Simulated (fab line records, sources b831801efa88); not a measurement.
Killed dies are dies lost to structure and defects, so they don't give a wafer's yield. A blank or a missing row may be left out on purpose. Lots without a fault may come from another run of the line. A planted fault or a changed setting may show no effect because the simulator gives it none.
Chamber matching | flow sky130 | SKY_CONTACT_CMP_27 on cmp-01: 4 sister chambers
The step polishes, stops on SiO2, t overpolish 15 s, target thk 0 nm. 8 wafers are shown with their chamber, then 7 later ones without.

WAFERS WITH THEIR CHAMBER
wafer  | chamber | motor_current_A (A) | time_to_endpoint_s (s)
L793.3 | 2       | 11.7                | 83
L798.3 | 1       | 11.3                | 78
L798.5 | 3       | 9.0                 | 80
L799.1 | 2       | 10.8                | 83
L799.3 | 0       | 12.8                | 82
L799.6 | 1       | 11.3                | 79
L800.1 | 0       | 12.3                | 87
L800.3 | 3       | 8.8                 | 91

WAFERS WITHOUT THEIR CHAMBER
wafer  | motor_current_A (A) | time_to_endpoint_s (s)
L800.4 | 10.9                | 85
L805.3 | 11.5                | 77
L805.4 | 11.1                | 82
L805.5 | 11.5                | 78
L809.2 | 11.8                | 78
L810.2 | 11.1                | 77
L810.6 | 11.2                | 80

WHICH CHAMBER EACH WENT THROUGH
wafer  | from the rows above          | in truth
L800.4 | can't be placed: 2 or 1      | 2
L805.3 | can't be placed: 1 or 2      | 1
L805.4 | can't be placed: 2 or 1      | 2
L805.5 | can't be placed: 1 or 2      | 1
L809.2 | can't be placed: 1 or 2 or 0 | 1
L810.2 | can't be placed: 1 or 2      | 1
L810.6 | can't be placed: 1 or 2      | 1
Placed correctly: 0 of 7. Can't be placed from these rows: 7 (the true chamber is among the candidates in 7). Placed wrongly: 0.
How it was worked out, from the rows above alone: a wafer's distance from a chamber is the root of the sum, over the readings, of the square of ((its reading less the chamber's mean) divided by the reading's scatter). The wafer belongs to the nearest chamber; if the next one is less than 2 further off, it can't be placed. A chamber's mean is the mean of its shown wafers. The scatter: the root of (the sum of the squares of (reading less its chamber's mean) over the shown wafers, divided by (wafers less chambers)).
